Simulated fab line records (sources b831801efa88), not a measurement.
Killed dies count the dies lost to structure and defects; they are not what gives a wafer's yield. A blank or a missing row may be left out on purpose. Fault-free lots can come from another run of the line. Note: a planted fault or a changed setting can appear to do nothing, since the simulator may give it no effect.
fab line records + flow sky130
[record]
- lots = 12
- wafers = 36
- lastDay = 50
route steps=708 shown LOCAL_INTERCONNECT@402 CONTACT@423 PAD_OPEN@708
lots that met no fault: from a run of the same line without faults
startH: hours from the record's first day to the start of the lot's first wafer shown + waitH: hours since the lot's step before + " identical to the entry in the row above + L1.1+2: a row that stands for several wafers + - value missing, or start not given + * or withheld: withheld + < > ~ a bound
route shown NAME@n: NAME is a module with steps in the file, n the number in the route of the first one + usual: mean and standard deviation over wafers with no fault + same: alike in all rows + chamber/n: place in a boat + sites: each site's reading + _std_site: how widely they spread, as a standard deviation + _edge_site: mean of outer sites minus mean of inner sites + radiusMm: how far each site lies from the wafer's centre + mask NAME#n: copy n + behind: the tool/chamber that last shaped the wafer + hold: the reason the lot was held/the length of the hold in hours/how it ended + device: the n, p or np transistor that did not switch + end of line: the tests these same wafers got at the end of their route + for a step that has no rows: nothing shown but its recipe + killed: dies that structure and defects cost at the first sort, which is not the same as the wafer's yield + map: a wafer's dies, marking killed ones x, the rest . and places with no die _
set.NAME: the run value of the setting; set.NAME@STEP: its run value at that earlier step + model.NAME: the simulator's own value behind a step, which no gauge read
the route's steps for a sample of lots (tables are steps, rows are wafers)
services: from which hour (startH, from the record's first day; less than 0 if before it) a tool's chamber was out of use, for how many hours, and why
[[steps]]
[step SKY_LOCAL_INTERCONNECT_STRIP_15]
[recipe]
- chemistry = O2/N2
- powerW = 1400
- pressureMtorr = 1500
- platenTempC = withheld
- o2FlowSccm = 3000
- n2FlowSccm = 300
- overashFraction = 0.5
[usual]
- chamberPressureMTorr = 1499.9/1.4
- drypumpMotorCurrentA = 5.5/0.35
- n2FlowSccm = 300.1/0.88
- oesProductAu = 0.427/0.0047
- stripTimeToEndpointS = 4.726/0.025
| lot.wafer | tool           | chamber | startH | waitH | chamberPressureMTorr | drypumpMotorCurrentA | n2FlowSccm | oesProductAu | rfHoursCounterH | stripTimeToEndpointS |
|-----------|----------------|---------|--------|-------|----------------------|----------------------|------------|--------------|-----------------|----------------------|
| L615.2    | plasmaAsher-04 | 0       | 713.04 | 0.0   | 1496.1               | 6.0                  | 300.2      | 0.424        | 94              | 4.726                |
| L615.3    | "              | 0       | "      | "     | 1502.4               | 6.0                  | 299.3      | 0.433        | -               | 4.731                |
| L615.6    | "              | 0       | "      | "     | 1499.8               | 5.9                  | 301.1      | 0.434        | -               | 4.721                |
| L616.1    | plasmaAsher-02 | 1       | 724.31 | 0.0   | 1500.8               | 5.2                  | 299.8      | 0.429        | 61              | 4.737                |
| L616.3    | "              | 0       | "      | "     | 1500.1               | 5.6                  | 299.4      | 0.431        | -               | 4.750                |
| L616.6    | "              | 0       | "      | "     | 1501.2               | 5.6                  | 301.3      | 0.431        | -               | 4.715                |
| L617.1    | plasmaAsher-03 | 1       | 732.49 | 0.0   | 1501.3               | 5.9                  | 299.1      | 0.427        | 95              | 4.742                |
| L617.3    | "              | 0       | "      | "     | 1500.4               | 5.1                  | 300.9      | 0.438        | -               | 4.730                |
| L617.6    | "              | 1       | "      | "     | 1501.2               | 5.9                  | 300.4      | 0.436        | -               | 4.746                |
| L618.3    | plasmaAsher-02 | 0       | 739.22 | 0.1   | 1501.3               | 5.7                  | 299.3      | 0.426        | -               | 4.752                |
| L618.4    | "              | 1       | "      | "     | 1500.5               | 5.3                  | 300.2      | 0.435        | -               | 4.752                |
| L618.6    | "              | 0       | "      | "     | 1501.8               | 5.7                  | 299.6      | 0.424        | -               | 4.719                |
| L619.1    | plasmaAsher-03 | 1       | 750.44 | 0.0   | 1499.5               | 5.9                  | 299.9      | 0.433        | 97              | 4.728                |
| L619.3    | "              | 0       | "      | "     | 1500.6               | 5.1                  | 300.2      | 0.429        | -               | 4.748                |
| L619.4    | "              | 1       | "      | "     | 1502.6               | 5.9                  | 300.4      | 0.429        | -               | 4.702                |
| L622.1    | plasmaAsher-02 | 1       | 773.16 | 0.0   | 1500.1               | 5.3                  | 301.6      | 0.426        | 66              | 4.720                |
| L622.2    | "              | 0       | "      | "     | 1499.8               | 5.7                  | 298.4      | 0.422        | 66              | 4.703                |
| L622.4    | "              | 1       | "      | "     | 1500.4               | 5.2                  | 302.8      | 0.425        | -               | 4.701                |
| L623.2    | plasmaAsher-04 | 0       | 778.49 | 0.0   | 1500.0               | 6.0                  | 301.4      | 0.429        | 3               | 4.757                |
| L623.5    | "              | 1       | "      | "     | 1502.2               | 5.0                  | 300.3      | 0.421        | -               | 4.760                |
| L623.6    | "              | 0       | "      | "     | 1499.7               | 5.9                  | 300.6      | 0.424        | -               | 4.763                |
| L632.3    | plasmaAsher-03 | 0       | 849.77 | 0.1   | 1500.7               | 5.0                  | 299.3      | 0.427        | -               | 4.717                |
| L632.4    | "              | 1       | "      | "     | 1501.2               | 5.9                  | 301.2      | 0.425        | -               | 4.723                |
| L632.6    | "              | 0       | "      | "     | 1499.7               | 5.0                  | 299.9      | 0.424        | -               | 4.708                |
| L634.1    | plasmaAsher-02 | 1       | 858.94 | 0.0   | 1498.8               | 5.3                  | 300.1      | 0.422        | 74              | 4.698                |
| L634.2    | "              | 0       | "      | "     | 1500.0               | 5.7                  | 300.1      | 0.426        | 74              | 4.723                |
| L634.4    | "              | 1       | "      | "     | 1499.9               | 5.2                  | 299.9      | 0.427        | -               | 4.707                |
| L635.3    | plasmaAsher-03 | 0       | 863.43 | 0.1   | 1498.7               | 5.1                  | 300.4      | 0.419        | -               | 4.668                |
| L635.5    | "              | 0       | "      | "     | 1499.1               | 5.1                  | 300.1      | 0.425        | -               | 4.723                |
| L635.6    | "              | 1       | "      | "     | 1500.6               | 5.9                  | 299.7      | 0.423        | -               | 4.661                |
| L636.2    | plasmaAsher-02 | 0       | 872.81 | 0.0   | 1500.3               | 5.7                  | 298.7      | 0.430        | 75              | 4.738                |
| L636.4    | "              | 0       | "      | "     | 1498.7               | 5.6                  | 298.9      | 0.430        | -               | 4.775                |
| L636.6    | "              | 1       | "      | "     | 1499.4               | 5.3                  | 300.2      | 0.430        | -               | 4.771                |
| L637.1    | plasmaAsher-03 | 0       | 880.54 | 0.0   | 1500.2               | 5.1                  | 300.1      | 0.433        | 110             | 4.710                |
| L637.3    | "              | 1       | "      | "     | 1499.2               | 5.9                  | 300.2      | 0.436        | -               | 4.754                |
| L637.6    | "              | 1       | "      | "     | 1500.0               | 5.9                  | 301.4      | 0.424        | -               | 4.724                |
[step SKY_CONTACT_ETCH_17]
[recipe]
- target = SiO2
- chemistry = C4F8/O2/Ar
- stopOn = Si3N4
- maskMaterial = KrF-thick
- sourceW = 1500
- biasW = 1200
- pressureMtorr = 40
- c4f8FlowSccm = withheld
- O2_flow_sccm = 6
- Ar_flow_sccm = 300
- timeS = withheld
- targetDepthA = 3400
[usual]
- chamberPressureMTorr = 40.00/0.036
- oesProductAu = 0.892/0.0049
| lot.wafer | tool       | chamber | startH | waitH | chamberPressureMTorr | oesProductAu |
|-----------|------------|---------|--------|-------|----------------------|--------------|
| L615.2    | rieDiel-04 | 2       | 742.70 | 0.0   | 40.03                | 0.890        |
| L615.3    | "          | 3       | "      | "     | 40.03                | 0.895        |
| L615.6    | "          | 1       | "      | "     | 39.97                | 0.896        |
| L616.1    | rieDiel-03 | 0       | 753.08 | 0.0   | 39.97                | 0.877        |
| L616.3    | "          | 3       | "      | "     | 39.93                | 0.884        |
| L616.6    | "          | 1       | "      | "     | 40.02                | 0.890        |
| L617.1    | rieDiel-04 | 3       | 760.67 | 0.0   | 40.03                | 0.892        |
| L617.3    | "          | 1       | "      | "     | 39.94                | 0.896        |
| L617.6    | "          | 3       | "      | "     | 39.98                | 0.895        |
| L618.3    | rieDiel-04 | 1       | 768.00 | 0.0   | 39.95                | 0.898        |
| L618.4    | "          | 2       | "      | "     | 40.01                | 0.892        |
| L618.6    | "          | 3       | "      | "     | 40.01                | 0.889        |
| L619.1    | rieDiel-02 | 2       | 778.38 | 0.0   | 40.01                | 0.889        |
| L619.3    | "          | 3       | "      | "     | 40.02                | 0.887        |
| L619.4    | "          | 0       | "      | "     | 40.01                | 0.896        |
| L622.1    | rieDiel-03 | 0       | 800.88 | 0.0   | 40.02                | 0.881        |
| L622.2    | "          | 3       | "      | "     | 39.94                | 0.895        |
| L622.4    | "          | 1       | "      | "     | 39.97                | 0.898        |
| L623.2    | rieDiel-02 | 1       | 805.95 | 0.0   | 39.99                | 0.890        |
| L623.5    | "          | 3       | "      | "     | 40.00                | 0.893        |
| L623.6    | "          | 0       | "      | "     | 40.02                | 0.889        |
| L632.3    | rieDiel-02 | 0       | 877.28 | 0.0   | 40.05                | 0.890        |
| L632.4    | "          | 2       | "      | "     | 40.00                | 0.892        |
| L632.6    | "          | 3       | "      | "     | 40.00                | 0.882        |
| L634.1    | rieDiel-04 | 2       | 886.12 | 0.0   | 39.99                | 0.895        |
| L634.2    | "          | 0       | "      | "     | 40.01                | 0.888        |
| L634.4    | "          | 1       | "      | "     | 40.00                | 0.887        |
| L635.3    | rieDiel-02 | 1       | 890.90 | 0.0   | 39.99                | 0.895        |
| L635.5    | "          | 0       | "      | "     | 40.01                | 0.889        |
| L635.6    | "          | 1       | "      | "     | 40.02                | 0.888        |
| L636.2    | rieDiel-03 | 3       | 900.22 | 0.0   | 40.08                | 0.887        |
| L636.4    | "          | 0       | "      | "     | 40.02                | 0.893        |
| L636.6    | "          | 3       | "      | "     | 39.92                | 0.885        |
| L637.1    | rieDiel-04 | 0       | 907.14 | 0.0   | 39.98                | 0.899        |
| L637.3    | "          | 1       | "      | "     | 40.00                | 0.892        |
| L637.6    | "          | 1       | "      | "     | 40.04                | 0.896        |
[step SKY_CONTACT_SPUTTER_23]
[recipe]
- material = TiN
- targetThkNm = 20
- chamberPressurePa = 5
- powerW = 4000
- timeS = 80
[usual]
- throttleValvePct = 29.9/0.88
[same]
- timeS = 80
| lot.wafer | tool          | chamber | startH | waitH | throttleValvePct |
|-----------|---------------|---------|--------|-------|------------------|
| L615.2    | pvdSputter-04 | -       | 743.38 | 0.0   | 29.8             |
| L615.3    | "             | -       | "      | "     | 29.1             |
| L615.6    | "             | -       | "      | "     | 30.1             |
| L616.1    | pvdSputter-01 | -       | 753.77 | 0.0   | 30.8             |
| L616.3    | "             | -       | "      | "     | 30.4             |
| L616.6    | "             | -       | "      | "     | 30.2             |
| L617.1    | pvdSputter-04 | -       | 761.35 | 0.0   | 29.6             |
| L617.3    | "             | -       | "      | "     | 28.8             |
| L617.6    | "             | -       | "      | "     | 29.4             |
| L618.3    | pvdSputter-01 | -       | 768.70 | 0.0   | 31.4             |
| L618.4    | "             | -       | "      | "     | 30.5             |
| L618.6    | "             | -       | "      | "     | 30.3             |
| L619.1    | pvdSputter-04 | -       | 779.07 | 0.0   | 30.0             |
| L619.3    | "             | -       | "      | "     | 28.8             |
| L619.4    | "             | -       | "      | "     | 29.5             |
| L622.1    | pvdSputter-01 | -       | 801.57 | 0.0   | 31.5             |
| L622.2    | "             | -       | "      | "     | 30.7             |
| L622.4    | "             | -       | "      | "     | 30.2             |
| L623.2    | pvdSputter-01 | -       | 806.63 | 0.0   | 30.2             |
| L623.5    | "             | -       | "      | "     | 30.3             |
| L623.6    | "             | -       | "      | "     | 31.5             |
| L632.3    | pvdSputter-04 | -       | 878.02 | 0.0   | 29.1             |
| L632.4    | "             | -       | "      | "     | 29.0             |
| L632.6    | "             | -       | "      | "     | 28.6             |
| L634.1    | pvdSputter-04 | -       | 886.80 | 0.0   | 29.4             |
| L634.2    | "             | -       | "      | "     | 30.1             |
| L634.4    | "             | -       | "      | "     | 28.9             |
| L635.3    | pvdSputter-01 | -       | 891.61 | 0.0   | 30.3             |
| L635.5    | "             | -       | "      | "     | 30.4             |
| L635.6    | "             | -       | "      | "     | 30.5             |
| L636.2    | pvdSputter-04 | -       | 900.90 | 0.0   | 30.0             |
| L636.4    | "             | -       | "      | "     | 29.2             |
| L636.6    | "             | -       | "      | "     | 28.9             |
| L637.1    | pvdSputter-04 | -       | 907.83 | 0.0   | 29.9             |
| L637.3    | "             | -       | "      | "     | 29.7             |
| L637.6    | "             | -       | "      | "     | 30.1             |
[step SKY_CONTACT_CVD_24]
[recipe]
- material = W
- targetThkNm = 340
- timeS = 102.12
- tempC = 400
- pressureTorr = 40
[usual]
- chamberPressureTorr = 39.99/0.075
- heaterPowerW = 801/78
[same]
- timeS = 102.12
| lot.wafer | tool    | chamber | startH | waitH | chamberPressureTorr | heaterPowerW | sinceWetCleanH |
|-----------|---------|---------|--------|-------|---------------------|--------------|----------------|
| L615.2    | cvdW-02 | 0       | 743.44 | 0.0   | 39.95               | 723          | 839            |
| L615.3    | "       | 0       | "      | "     | 39.96               | 722          | -              |
| L615.6    | "       | 0       | "      | "     | 39.95               | 734          | -              |
| L616.1    | cvdW-02 | 0       | 753.83 | 0.0   | 39.93               | 750          | 850            |
| L616.3    | "       | 1       | "      | "     | 40.04               | 795          | -              |
| L616.6    | "       | 1       | "      | "     | 40.01               | 788          | -              |
| L617.1    | cvdW-02 | 1       | 761.41 | 0.0   | 39.93               | 797          | 857            |
| L617.3    | "       | 0       | "      | "     | 39.91               | 736          | -              |
| L617.6    | "       | 1       | "      | "     | 39.97               | 802          | -              |
| L618.3    | cvdW-02 | 0       | 768.83 | 0.1   | 39.97               | 733          | -              |
| L618.4    | "       | 0       | "      | "     | 39.97               | 737          | -              |
| L618.6    | "       | 0       | "      | "     | 39.96               | 733          | -              |
| L619.1    | cvdW-01 | 1       | 779.13 | 0.0   | 40.02               | 722          | 375            |
| L619.3    | "       | 0       | "      | "     | 39.94               | 934          | -              |
| L619.4    | "       | 1       | "      | "     | 40.09               | 753          | -              |
| L622.1    | cvdW-01 | 1       | 801.63 | 0.0   | 41.42               | 745          | 398            |
| L622.2    | "       | 0       | "      | "     | 41.43               | 903          | 398            |
| L622.4    | "       | 1       | "      | "     | 41.43               | 732          | -              |
| L623.2    | cvdW-01 | 1       | 806.69 | 0.0   | 41.27               | 734          | 403            |
| L623.5    | "       | 0       | "      | "     | 41.37               | 914          | -              |
| L623.6    | "       | 1       | "      | "     | 41.39               | 743          | -              |
| L632.3    | cvdW-01 | 0       | 878.12 | 0.1   | 39.97               | 919          | -              |
| L632.4    | "       | 1       | "      | "     | 40.08               | 734          | -              |
| L632.6    | "       | 1       | "      | "     | 40.04               | 749          | -              |
| L634.1    | cvdW-01 | 1       | 886.86 | 0.0   | 40.04               | 735          | 483            |
| L634.2    | "       | 0       | "      | "     | 39.99               | 948          | 483            |
| L634.4    | "       | 0       | "      | "     | 39.90               | 916          | -              |
| L635.3    | cvdW-01 | 1       | 891.71 | 0.1   | 39.96               | 745          | -              |
| L635.5    | "       | 0       | "      | "     | 39.80               | 914          | -              |
| L635.6    | "       | 1       | "      | "     | 39.99               | 740          | -              |
| L636.2    | cvdW-02 | 0       | 900.96 | 0.0   | 40.07               | 740          | 997            |
| L636.4    | "       | 0       | "      | "     | 40.05               | 726          | -              |
| L636.6    | "       | 0       | "      | "     | 40.06               | 739          | -              |
| L637.1    | cvdW-01 | 0       | 907.89 | 0.0   | 39.90               | 926          | 504            |
| L637.3    | "       | 0       | "      | "     | 40.04               | 944          | -              |
| L637.6    | "       | 1       | "      | "     | 39.86               | 756          | -              |
[step SKY_PAD_OPEN_PROBE_99]
[usual]
- killed_at_M0_to_M3 = 45/7.1
- killed_at_M4_up = 3.0/1.8
- killedAtContacts = 24/5.4
- killedAtFrontEnd = 16/4.9
- killedAtOther = 0.3/0.63
- killedDies = 88/11
- killedOpen = 47/7.4
- killedShort = 40/7
[same]
- grossDies = 492
- killedAtBackSide = 0
| lot.wafer | tool      | chamber | startH  | waitH | killed_at_M0_to_M3 | killed_at_M4_up | killedAtContacts | killedAtFrontEnd | killedAtOther | killedDies | killedOpen | killedShort |
|-----------|-----------|---------|---------|-------|--------------------|-----------------|------------------|------------------|---------------|------------|------------|-------------|
| L622.1    | prober-02 | -       | 1125.62 | 0.1   | 40                 | 1               | 18               | 13               | 0             | 72         | 41         | 31          |
| L622.2    | prober-02 | -       | 1125.67 | 0.1   | 44                 | 1               | 21               | 23               | 0             | 89         | 45         | 44          |
| L622.4    | prober-02 | -       | 1125.77 | 0.2   | 45                 | 3               | 25               | 10               | 0             | 83         | 46         | 36          |
| L623.2    | prober-02 | -       | 1129.13 | 0.1   | 47                 | 4               | 22               | 10               | 0             | 83         | 50         | 33          |
| L623.5    | prober-02 | -       | 1129.28 | 0.2   | 49                 | 1               | 15               | 20               | 1             | 86         | 43         | 43          |
| L623.6    | prober-02 | -       | 1129.33 | 0.2   | 42                 | 5               | 21               | 7                | 0             | 75         | 41         | 34          |
// killed by level:class
L622.1 VIA1:geometricParticle:open=11 VIA3:geometricParticle:open=7 CONTACT:geometricParticle:open=7 FIELD_ISO:geometricParticle:short=6 VIA2:geometricParticle:open=5 VIA1:geometricParticle:short=4 LI_CONTACT:geometricParticle:open=4 CONTACT:geometricParticle:short=4
L622.2 CONTACT:geometricParticle:open=9 VIA1:geometricParticle:open=9 VIA2:geometricParticle:open=7 METAL3:geometricParticle:short=7 POLY_GATE:geometricParticle:short=6 FIELD_ISO:geometricParticle:short=5 METAL1:geometricParticle:short=5 LI_CONTACT:geometricParticle:open=5
L622.4 VIA1:geometricParticle:open=11 VIA3:geometricParticle:open=9 CONTACT:geometricParticle:open=7 LI_CONTACT:geometricParticle:open=7 VIA1:geometricParticle:short=7 METAL1:geometricParticle:short=6 VIA2:geometricParticle:open=5 FIELD_ISO:geometricParticle:open=4
L623.2 VIA1:geometricParticle:open=14 VIA3:geometricParticle:open=9 CONTACT:geometricParticle:open=8 LI_CONTACT:geometricParticle:open=7 METAL1:geometricParticle:short=5 METAL2:geometricParticle:short=4 POLY_GATE:geometricParticle:short=4 LOCAL_INTERCONNECT:geometricParticle:short=4
L623.5 METAL1:geometricParticle:short=9 VIA1:geometricParticle:open=8 METAL2:geometricParticle:short=7 VIA3:geometricParticle:open=7 FIELD_ISO:geometricParticle:short=6 VIA2:geometricParticle:open=6 POLY_GATE:geometricParticle:short=5 LOCAL_INTERCONNECT:geometricParticle:open=4
L623.6 VIA2:geometricParticle:open=11 VIA1:geometricParticle:open=9 CONTACT:geometricParticle:open=7 LI_CONTACT:geometricParticle:open=6 METAL1:geometricParticle:short=6 METAL2:geometricParticle:short=5 LOCAL_INTERCONNECT:geometricParticle:short=4 METAL4:geometricParticle:short=4
[[services]]
| tool           | chamber | startH | hours | kind   |
|----------------|---------|--------|-------|--------|
| rieDiel-02     | 1       | 694.13 | 7.5   | repair |
| cvdW-02        | 0       | 701.92 | 5.7   | repair |
| cvdW-01        | -       | 741.47 | 2.8   | pm     |
| plasmaAsher-02 | -       | 742.67 | 0.7   | repair |
| cvdW-02        | -       | 746.32 | 6.9   | pm     |
| plasmaAsher-02 | -       | 751.20 | 4.2   | repair |
| plasmaAsher-03 | -       | 752.68 | 1.3   | repair |
| pvdSputter-04  | -       | 756.06 | 1.0   | repair |
| cvdW-02        | 1       | 763.88 | 14.6  | repair |
| pvdSputter-04  | -       | 769.78 | 1.7   | repair |
| pvdSputter-04  | -       | 798.26 | 5.9   | repair |
| plasmaAsher-02 | -       | 810.30 | 1.5   | repair |
| pvdSputter-04  | -       | 811.54 | 4.9   | repair |
| rieDiel-04     | -       | 816.20 | 2.8   | pm     |
| pvdSputter-04  | -       | 816.81 | 1.2   | repair |
| cvdW-01        | -       | 817.99 | 1.9   | repair |
| cvdW-01        | 0       | 821.27 | 12.9  | repair |
| pvdSputter-04  | -       | 851.12 | 7.5   | repair |
| plasmaAsher-02 | -       | 851.84 | 0.8   | repair |
| rieDiel-04     | -       | 857.99 | 0.3   | repair |
| rieDiel-04     | 0       | 863.07 | 6.9   | repair |
| rieDiel-04     | 3       | 889.10 | 18.6  | repair |
| cvdW-01        | 1       | 895.26 | 7.7   | repair |
| cvdW-02        | -       | 904.00 | 14.0  | pm     |
[[key]]
[firstSign]
- step = SKY_CONTACT_CVD_24
- reading = chamberPressureTorr
- direction = up
- sigmas = 19
- usual = 39.99
- struck = 41.39
effect none on later readings
metAt SKY_CONTACT_CVD_24
struckLots L622,L623
testerLeftOut L622,L623
notActingAt SKY_LOCAL_INTERCONNECT_STRIP_15,SKY_CONTACT_ETCH_17,SKY_CONTACT_SPUTTER_23
onsetBetween 779.13 801.63
[fault]
- kind = processParameterDrift
- tool = cvdW-01
- chamber = -
- onsetH = 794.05
- steps = SKY_CONTACT_CVD_24
- channel = pressureTorr
- offset = 1.3295
- shape = step
- endH = 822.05
- actsIn = theseRecipesOnly
- stated = 40
// testerLeftOut: of these lots the tester's yield and bins aren't shown, on N5 and GAA mostly nor the transistor test; their killed dies are dies lost to structure and defects alone, not to doping, threshold or leakage, so they don't give the yield
